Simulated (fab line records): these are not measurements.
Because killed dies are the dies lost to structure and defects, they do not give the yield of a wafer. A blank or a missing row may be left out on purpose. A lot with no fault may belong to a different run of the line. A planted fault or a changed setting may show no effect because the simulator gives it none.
fab line records | flow gf180mcu
record: lots: 12 | wafers: 36 | last-day: 34
route steps=602 shown HV_LDD@185 M1@321 M2@378
lots untouched by any fault: they come from a run of this same line in which no faults occurred
start-h: hours from the record's first day to the start of the lot's first wafer shown | wait-h: hours from the lot's prior step to this one | " repeats the value in the row above | L1.1+2: a single row standing in for several wafers | - either no value or no given start | * or withheld: withheld | < > ~ a bound
route shown NAME@n: a module of which the file shows steps, and the number in the route of the first | usual: average and standard deviation across the fault-free wafers | same: alike in all rows | chamber/n: place in a boat | sites: per-site readings | _std_site: the standard deviation of these | _edge_site: outer sites' mean less inner sites' | radius-mm: for every site, how far away it sits from the centre of the wafer | mask NAME#n: copy n | behind: the most recent tool/chamber to have shaped the wafer | hold: reason for holding the lot/hours on hold/outcome of the hold | device: which transistor (n, p or np) failed to switch | end of line: at the end of the route, the tests of the same wafers | where a step has no rows: the recipe by itself | killed: the dies lost at the first sort to structure and to defects; this is not the yield of the wafer | map: a wafer's dies, marking killed ones x, the rest . and places with no die _
set.NAME: the run value of the setting; set.NAME@STEP: its run value at that earlier step | model.NAME: the simulator's own value behind a step, which no gauge read
one table for each step of the route and one row for each wafer, over a sample of lots
services: the hour from which a tool's chamber was out of use, counted from the record's first day as start-h (under 0 if before that day), plus the number of hours and why
== steps ==
step: GF_HV_LDD_IMPLANT_09
recipe: species: As | energy-kev: 40 | dose-cm2: 1e+14 | tilt-deg: 7
usual: dose-ions-cm2: 9.998e+13/9.9e+10 | faraday-current-uA: 564/11 | tilt-deg: 6.995/0.019
lot.wafer | tool         | chamber | start-h | wait-h | dose-ions-cm2 | faraday-current-uA | tilt-deg
L211.2    | implanter-02 | 0       | 216.81  | 0.0    | 9.987e+13     | 569                | 6.997
L211.3    | "            | 0       | "       | "      | 9.994e+13     | 556                | 6.979
L211.5    | "            | 0       | "       | "      | 1.0008e+14    | 567                | 6.992
L217.3    | implanter-01 | 0       | 272.20  | 0.1    | 1.7803e+14    | 977                | 6.975
L217.4    | "            | 0       | "       | "      | 1.7784e+14    | 1023               | 7.026
L217.5    | "            | 0       | "       | "      | 1.7803e+14    | 1011               | 7.005
L218.1    | implanter-01 | 0       | 277.19  | 0.0    | 1.7783e+14    | 986                | 6.996
L218.2    | "            | 0       | "       | "      | 1.7785e+14    | 1005               | 7.008
L218.3    | "            | 0       | "       | "      | 1.7786e+14    | 998                | 6.983
L224.1    | implanter-02 | 0       | 330.05  | 0.0    | 1.0007e+14    | 555                | 6.995
L224.2    | "            | 0       | "       | "      | 1.0004e+14    | 565                | 7.018
L224.5    | "            | 0       | "       | "      | 9.997e+13     | 563                | 7.005
L225.2    | implanter-02 | 0       | 332.72  | 0.0    | 9.982e+13     | 584                | 7.005
L225.3    | "            | 0       | "       | "      | 1.0004e+14    | 564                | 7.005
L225.5    | "            | 0       | "       | "      | 1.0005e+14    | 554                | 6.975
L226.1    | implanter-01 | 0       | 342.99  | 0.0    | 9.988e+13     | 563                | 7.035
L226.2    | "            | 0       | "       | "      | 9.985e+13     | 570                | 6.986
L226.3    | "            | 0       | "       | "      | 9.989e+13     | 573                | 7.020
L227.2    | implanter-03 | 0       | 344.97  | 0.0    | 1.0018e+14    | 552                | 6.988
L227.3    | "            | 0       | "       | "      | 9.984e+13     | 565                | 7.010
L227.4    | "            | 0       | "       | "      | 1.0002e+14    | 573                | 7.003
L228.1    | implanter-01 | 0       | 351.83  | 0.0    | 9.999e+13     | 570                | 7.008
L228.2    | "            | 0       | "       | "      | 1.0002e+14    | 574                | 6.995
L228.4    | "            | 0       | "       | "      | 1.0004e+14    | 559                | 6.995
L229.4    | implanter-01 | 0       | 361.29  | 0.1    | 9.999e+13     | 566                | 6.984
L229.5    | "            | 0       | "       | "      | 9.993e+13     | 574                | 6.987
L229.6    | "            | 0       | "       | "      | 1.0004e+14    | 567                | 6.951
L231.1    | implanter-01 | 0       | 376.21  | 0.0    | 1.0008e+14    | 547                | 6.993
L231.3    | "            | 0       | "       | "      | 1.001e+14     | 556                | 6.964
L231.6    | "            | 0       | "       | "      | 9.998e+13     | 542                | 6.975
L232.1    | implanter-01 | 0       | 382.06  | 0.0    | 9.991e+13     | 562                | 7.001
L232.2    | "            | 0       | "       | "      | 9.994e+13     | 577                | 6.997
L232.5    | "            | 0       | "       | "      | 1.0009e+14    | 550                | 7.030
L233.1    | implanter-03 | 0       | 390.31  | 0.0    | 1.0005e+14    | 551                | 6.980
L233.2    | "            | 0       | "       | "      | 9.973e+13     | 569                | 6.963
L233.6    | "            | 0       | "       | "      | 9.991e+13     | 563                | 6.984
step: GF_HV_LDD_TW_MEAS_11
usual: HV_LDD_TW: 2443/21
lot.wafer | tool          | chamber | start-h | wait-h | HV_LDD_TW
L211.2    | film-metro-03 | -       | 217.05  | 0.1    | 2458
L211.3    | "             | -       | "       | "      | 2472
L211.5    | "             | -       | "       | "      | 2458
L217.3    | film-metro-01 | -       | 272.42  | 0.1    | 2781
L217.4    | "             | -       | "       | "      | 2801
L217.5    | "             | -       | "       | "      | 2794
L218.1    | film-metro-04 | -       | 277.44  | 0.1    | 2832
L218.2    | "             | -       | "       | "      | 2852
L218.3    | "             | -       | "       | "      | 2830
L224.1    | film-metro-04 | -       | 330.30  | 0.1    | 2468
L224.2    | "             | -       | "       | "      | 2443
L224.5    | "             | -       | "       | "      | 2455
L225.2    | film-metro-03 | -       | 332.96  | 0.1    | 2448
L225.3    | "             | -       | "       | "      | 2443
L225.5    | "             | -       | "       | "      | 2446
L226.1    | film-metro-04 | -       | 343.25  | 0.1    | 2451
L226.2    | "             | -       | "       | "      | 2436
L226.3    | "             | -       | "       | "      | 2455
L227.2    | film-metro-04 | -       | 345.21  | 0.1    | 2453
L227.3    | "             | -       | "       | "      | 2468
L227.4    | "             | -       | "       | "      | 2455
L228.1    | film-metro-03 | -       | 352.08  | 0.1    | 2451
L228.2    | "             | -       | "       | "      | 2433
L228.4    | "             | -       | "       | "      | 2449
L229.4    | film-metro-04 | -       | 361.49  | 0.1    | 2461
L229.5    | "             | -       | "       | "      | 2459
L229.6    | "             | -       | "       | "      | 2461
L231.1    | film-metro-03 | -       | 376.46  | 0.1    | 2456
L231.3    | "             | -       | "       | "      | 2451
L231.6    | "             | -       | "       | "      | 2443
L232.1    | film-metro-03 | -       | 382.31  | 0.1    | 2449
L232.2    | "             | -       | "       | "      | 2444
L232.5    | "             | -       | "       | "      | 2450
L233.1    | film-metro-04 | -       | 390.56  | 0.1    | 2469
L233.2    | "             | -       | "       | "      | 2481
L233.6    | "             | -       | "       | "      | 2472
step: GF_HV_LDD_OVL_MEAS_20
usual: HV_LDD_01_OVL: -1.8/1.5
lot.wafer | tool       | chamber | start-h | wait-h | HV_LDD_01_OVL[nm]
L211.2    | overlay-01 | -       | 235.62  | 0.1    | -1.7
L211.3    | "          | -       | "       | "      | -0.6
L211.5    | "          | -       | "       | "      | -1.8
L217.3    | overlay-01 | -       | 291.57  | 0.1    | -1.6
L217.4    | "          | -       | "       | "      | -1.7
L217.5    | "          | -       | "       | "      | -2.9
L218.1    | overlay-02 | -       | 297.15  | 0.1    | -1.1
L218.2    | "          | -       | "       | "      | -0.9
L218.3    | "          | -       | "       | "      | -1.7
L224.1    | overlay-02 | -       | 351.90  | 0.1    | -0.6
L224.2    | "          | -       | "       | "      | -0.3
L224.5    | "          | -       | "       | "      | 0.6
L225.2    | overlay-02 | -       | 353.83  | 0.1    | -1.6
L225.3    | "          | -       | "       | "      | -2.9
L225.5    | "          | -       | "       | "      | -2.4
L226.1    | overlay-02 | -       | 365.40  | 0.1    | -0.9
L226.2    | "          | -       | "       | "      | -3.1
L226.3    | "          | -       | "       | "      | -1.8
L227.2    | overlay-02 | -       | 366.96  | 0.1    | -2.8
L227.3    | "          | -       | "       | "      | -1.9
L227.4    | "          | -       | "       | "      | -1.1
L228.1    | overlay-01 | -       | 373.97  | 0.1    | -1.9
L228.2    | "          | -       | "       | "      | -1.3
L228.4    | "          | -       | "       | "      | -1.0
L229.4    | overlay-01 | -       | 383.18  | 0.1    | -2.5
L229.5    | "          | -       | "       | "      | -3.6
L229.6    | "          | -       | "       | "      | -1.1
L231.1    | overlay-02 | -       | 398.41  | 0.1    | -2.6
L231.3    | "          | -       | "       | "      | -4.4
L231.6    | "          | -       | "       | "      | -1.8
L232.1    | overlay-02 | -       | 405.00  | 0.1    | -2.8
L232.2    | "          | -       | "       | "      | -0.4
L232.5    | "          | -       | "       | "      | -1.4
L233.1    | overlay-02 | -       | 413.25  | 0.1    | -1.6
L233.2    | "          | -       | "       | "      | -2.8
L233.6    | "          | -       | "       | "      | -4.3
step: GF_HV_LDD_RS_MEAS_53
recipe: thk-meas-gauge: four-point-probe
usual: HV_LDD_RS: 418.7/0.9
lot.wafer | tool          | chamber | start-h | wait-h | HV_LDD_RS[ohm/sq]
L211.2    | film-metro-03 | -       | 275.20  | 0.1    | 418.0
L211.3    | "             | -       | "       | "      | 417.9
L211.5    | "             | -       | "       | "      | 418.0
L217.3    | film-metro-03 | -       | 334.40  | 0.1    | 334.1
L217.4    | "             | -       | "       | "      | 333.4
L217.5    | "             | -       | "       | "      | 333.9
L218.1    | film-metro-01 | -       | 340.29  | 0.1    | 333.8
L218.2    | "             | -       | "       | "      | 333.7
L218.3    | "             | -       | "       | "      | 334.2
L224.1    | film-metro-04 | -       | 397.21  | 0.1    | 418.4
L224.2    | "             | -       | "       | "      | 419.1
L224.5    | "             | -       | "       | "      | 418.6
L225.2    | film-metro-01 | -       | 399.20  | 0.1    | 419.5
L225.3    | "             | -       | "       | "      | 419.2
L225.5    | "             | -       | "       | "      | 420.5
L226.1    | film-metro-01 | -       | 410.63  | 0.1    | 417.9
L226.2    | "             | -       | "       | "      | 419.5
L226.3    | "             | -       | "       | "      | 419.0
L227.2    | film-metro-04 | -       | 411.53  | 0.1    | 419.7
L227.3    | "             | -       | "       | "      | 419.7
L227.4    | "             | -       | "       | "      | 418.5
L228.1    | film-metro-03 | -       | 420.27  | 0.1    | 418.9
L228.2    | "             | -       | "       | "      | 419.6
L228.4    | "             | -       | "       | "      | 419.2
L229.4    | film-metro-03 | -       | 428.98  | 0.1    | 418.4
L229.5    | "             | -       | "       | "      | 417.6
L229.6    | "             | -       | "       | "      | 419.4
L231.1    | film-metro-03 | -       | 444.72  | 0.1    | 417.4
L231.3    | "             | -       | "       | "      | 418.3
L231.6    | "             | -       | "       | "      | 417.6
L232.1    | film-metro-01 | -       | 452.68  | 0.1    | 417.9
L232.2    | "             | -       | "       | "      | 417.8
L232.5    | "             | -       | "       | "      | 417.1
L233.1    | film-metro-01 | -       | 461.56  | 0.1    | 419.3
L233.2    | "             | -       | "       | "      | 419.1
L233.6    | "             | -       | "       | "      | 418.1
step: GF_M1_THK_MEAS_06
recipe: thk-meas-gauge: xrf | reads: AlCu_of_M1_SPUTTER_02
usual: M1_ALCU_THK: 442/7.1
lot.wafer | tool          | chamber | start-h | wait-h | M1_ALCU_THK[nm]
L211.2    | film-metro-03 | -       | 367.39  | 0.1    | 435
L211.3    | "             | -       | "       | "      | 447
L211.5    | "             | -       | "       | "      | 436
L217.3    | film-metro-03 | -       | 431.02  | 0.1    | 444
L217.4    | "             | -       | "       | "      | 443
L217.5    | "             | -       | "       | "      | 441
L218.1    | film-metro-04 | -       | 435.54  | 0.1    | 438
L218.2    | "             | -       | "       | "      | 441
L218.3    | "             | -       | "       | "      | 451
L224.1    | film-metro-02 | -       | 497.15  | 0.1    | 435
L224.2    | "             | -       | "       | "      | 438
L224.5    | "             | -       | "       | "      | 435
L225.2    | film-metro-04 | -       | 500.04  | 0.1    | 443
L225.3    | "             | -       | "       | "      | 435
L225.5    | "             | -       | "       | "      | 441
L226.1    | film-metro-04 | -       | 509.33  | 0.1    | 437
L226.2    | "             | -       | "       | "      | 439
L226.3    | "             | -       | "       | "      | 449
L227.2    | film-metro-02 | -       | 513.27  | 0.1    | 448
L227.3    | "             | -       | "       | "      | 440
L227.4    | "             | -       | "       | "      | 434
L228.1    | film-metro-02 | -       | 521.87  | 0.1    | 444
L228.2    | "             | -       | "       | "      | 446
L228.4    | "             | -       | "       | "      | 439
L229.4    | film-metro-04 | -       | 529.87  | 0.1    | 441
L229.5    | "             | -       | "       | "      | 442
L229.6    | "             | -       | "       | "      | 451
L231.1    | film-metro-02 | -       | 544.25  | 0.1    | 440
L231.3    | "             | -       | "       | "      | 446
L231.6    | "             | -       | "       | "      | 432
L232.1    | film-metro-04 | -       | 552.69  | 0.1    | 437
L232.2    | "             | -       | "       | "      | 444
L232.5    | "             | -       | "       | "      | 437
L233.1    | film-metro-03 | -       | 561.31  | 0.1    | 443
L233.2    | "             | -       | "       | "      | 437
L233.6    | "             | -       | "       | "      | 431
step: GF_M2_METAL_ETCH_16
recipe: chemistry: Cl2/BCl3 | mask-material: KrF | target-depth-nm: 627.5 | stop-on: SiO2 | pressure-mtorr: 8 | icp-w: 800 | bias-w: 140 | Cl2_flow_sccm: 80 | bcl3-flow-sccm: 40 | time-s: 104.6
usual: drypump-motor-current-A: 5.61/0.22 | mfc-cl2-sccm: 79.94/0.25 | oes-product-au: 0.975/0.0083 | throttle-valve-pct: 28.247/0.011
lot.wafer | tool         | chamber | start-h | wait-h | drypump-motor-current-A | mfc-cl2-sccm | oes-product-au | rf-hours-counter-h | throttle-valve-pct
L211.2    | rie-metal-02 | 1       | 437.51  | 0.0    | 5.83                    | 79.69        | 0.965          | 0                  | 28.252
L211.3    | "            | 1       | "       | "      | 5.83                    | 79.82        | 0.967          | -                  | 28.261
L211.5    | "            | 1       | "       | "      | 5.82                    | 79.67        | 0.959          | -                  | 28.256
L217.3    | rie-metal-04 | 0       | 504.52  | 0.1    | 5.65                    | 79.64        | 0.983          | -                  | 28.234
L217.4    | "            | 1       | "       | "      | 5.55                    | 80.25        | 0.973          | -                  | 28.254
L217.5    | "            | 1       | "       | "      | 5.58                    | 80.24        | 0.986          | -                  | 28.232
L218.1    | rie-metal-02 | 1       | 510.21  | 0.0    | 5.84                    | 80.10        | 0.970          | 2                  | 28.266
L218.2    | "            | 0       | "       | "      | 5.57                    | 79.80        | 0.979          | 7                  | 28.239
L218.3    | "            | 1       | "       | "      | 5.84                    | 79.80        | 0.976          | -                  | 28.242
L224.1    | rie-metal-03 | 1       | 567.49  | 0.0    | 5.20                    | 80.31        | 0.979          | 9                  | 28.262
L224.2    | "            | 0       | "       | "      | 5.82                    | 79.78        | 0.977          | 11                 | 28.242
L224.5    | "            | 0       | "       | "      | 5.81                    | 79.85        | 0.968          | -                  | 28.231
L225.2    | rie-metal-04 | 0       | 570.59  | 0.0    | 5.67                    | 80.14        | 0.980          | 10                 | 28.241
L225.3    | "            | 0       | "       | "      | 5.67                    | 80.33        | 0.983          | -                  | 28.213
L225.5    | "            | 0       | "       | "      | 5.65                    | 80.40        | 0.976          | -                  | 28.253
L226.1    | rie-metal-03 | 1       | 579.16  | 0.0    | 5.20                    | 80.05        | 0.961          | 9                  | 28.243
L226.2    | "            | 0       | "       | "      | 5.81                    | 79.85        | 0.970          | 11                 | 28.262
L226.3    | "            | 1       | "       | "      | 5.18                    | 80.16        | 0.979          | -                  | 28.228
L227.2    | rie-metal-03 | 1       | 583.93  | 0.0    | 5.18                    | 80.09        | 0.979          | 10                 | 28.229
L227.3    | "            | 1       | "       | "      | 5.20                    | 79.80        | 0.981          | -                  | 28.243
L227.4    | "            | 0       | "       | "      | 5.80                    | 79.96        | 0.967          | -                  | 28.264
L228.1    | rie-metal-02 | 0       | 592.26  | 0.0    | 5.52                    | 80.11        | 0.974          | 9                  | 28.246
L228.2    | "            | 1       | "       | "      | 5.84                    | 80.13        | 0.979          | 4                  | 28.253
L228.4    | "            | 1       | "       | "      | 5.84                    | 79.65        | 0.975          | -                  | 28.259
L229.4    | rie-metal-02 | 1       | 599.08  | 0.0    | 5.84                    | 79.98        | 0.974          | -                  | 28.252
L229.5    | "            | 1       | "       | "      | 5.83                    | 79.73        | 0.970          | -                  | 28.256
L229.6    | "            | 0       | "       | "      | 5.56                    | 79.62        | 0.968          | -                  | 28.254
L231.1    | rie-metal-03 | 0       | 611.48  | 0.0    | 5.85                    | 79.37        | 0.983          | 12                 | 28.259
L231.3    | "            | 0       | "       | "      | 5.83                    | 79.95        | 0.967          | -                  | 28.253
L231.6    | "            | 0       | "       | "      | 5.86                    | 80.36        | 0.951          | -                  | 28.264
L232.1    | rie-metal-04 | 1       | 618.81  | 0.0    | 5.55                    | 79.83        | 0.966          | 12                 | 28.256
L232.2    | "            | 0       | "       | "      | 5.68                    | 80.02        | 0.959          | 11                 | 28.252
L232.5    | "            | 1       | "       | "      | 5.54                    | 79.93        | 0.984          | -                  | 28.240
L233.1    | rie-metal-03 | 0       | 627.03  | 0.0    | 5.81                    | 79.66        | 0.992          | 13                 | 28.227
L233.2    | "            | 1       | "       | "      | 5.19                    | 79.76        | 0.993          | 11                 | 28.232
L233.6    | "            | 0       | "       | "      | 5.85                    | 79.87        | 0.979          | -                  | 28.242
== services ==
tool         | chamber | start-h | hours | kind
rie-metal-04 | 1       | 211.86  | 17.6  | repair
rie-metal-03 | -       | 212.17  | 0.4   | repair
rie-metal-03 | -       | 229.53  | 15.6  | pm
implanter-02 | -       | 289.51  | 3.8   | repair
implanter-03 | -       | 305.09  | 2.2   | repair
rie-metal-02 | -       | 305.86  | 14.6  | pm
rie-metal-03 | 0       | 324.98  | 2.1   | repair
implanter-03 | -       | 330.02  | 0.9   | repair
rie-metal-02 | 0       | 333.69  | 4.7   | repair
implanter-03 | -       | 375.44  | 4.1   | repair
rie-metal-03 | -       | 393.71  | 2.8   | pm
implanter-01 | -       | 404.78  | 0.9   | repair
rie-metal-03 | -       | 413.20  | 0.6   | repair
rie-metal-04 | 0       | 461.72  | 7.0   | repair
rie-metal-04 | 1       | 470.66  | 29.6  | repair
implanter-02 | -       | 478.81  | 3.1   | pm
rie-metal-03 | -       | 496.12  | 0.7   | repair
implanter-03 | -       | 526.60  | 4.2   | pm
implanter-03 | -       | 544.15  | 6.6   | repair
implanter-02 | -       | 557.37  | 0.6   | repair
implanter-03 | -       | 583.57  | 2.7   | repair
implanter-02 | -       | 599.24  | 9.8   | repair
rie-metal-02 | -       | 610.44  | 28.1  | pm
implanter-02 | -       | 612.94  | 3.8   | repair
== key ==
first-sign: step: GF_HV_LDD_IMPLANT_09 | reading: dose-ions-cm2 | direction: up | sigmas: 99+ | usual: 9.998e+13 | struck: 1.7791e+14
effect: step: GF_HV_LDD_IMPLANT_09 | reading: faraday-current-uA | direction: up | sigmas: 39 | usual: 564 | struck: 1000
effect: step: GF_HV_LDD_TW_MEAS_11 | reading: HV_LDD_TW | direction: up | sigmas: 17 | usual: 2443 | struck: 2815
effect: step: GF_HV_LDD_RS_MEAS_53 | reading: HV_LDD_RS | direction: down | sigmas: 94 | usual: 418.7 | struck: 333.8
met-at GF_HV_LDD_IMPLANT_09
struck-lots L217,L218
tester-left-out L217,L218
not-acting-at GF_HV_LDD_OVL_MEAS_20,GF_M1_THK_MEAS_06,GF_M2_METAL_ETCH_16
fault: kind: process-parameter-drift | tool: implanter-01 | chamber: - | onset-h: 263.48 | steps: GF_HV_LDD_IMPLANT_09 | channel: dose-cm2 | offset: 7.7935e+13 | shape: step | end-h: 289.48 | acts-in: these-recipes-only | stated: 1e+14
tester-left-out: of these lots the tester's yield and bins aren't shown, on N5 and GAA mostly nor the transistor test; their killed dies are dies lost to structure and defects alone, not to doping, threshold or leakage, so they don't give the yield
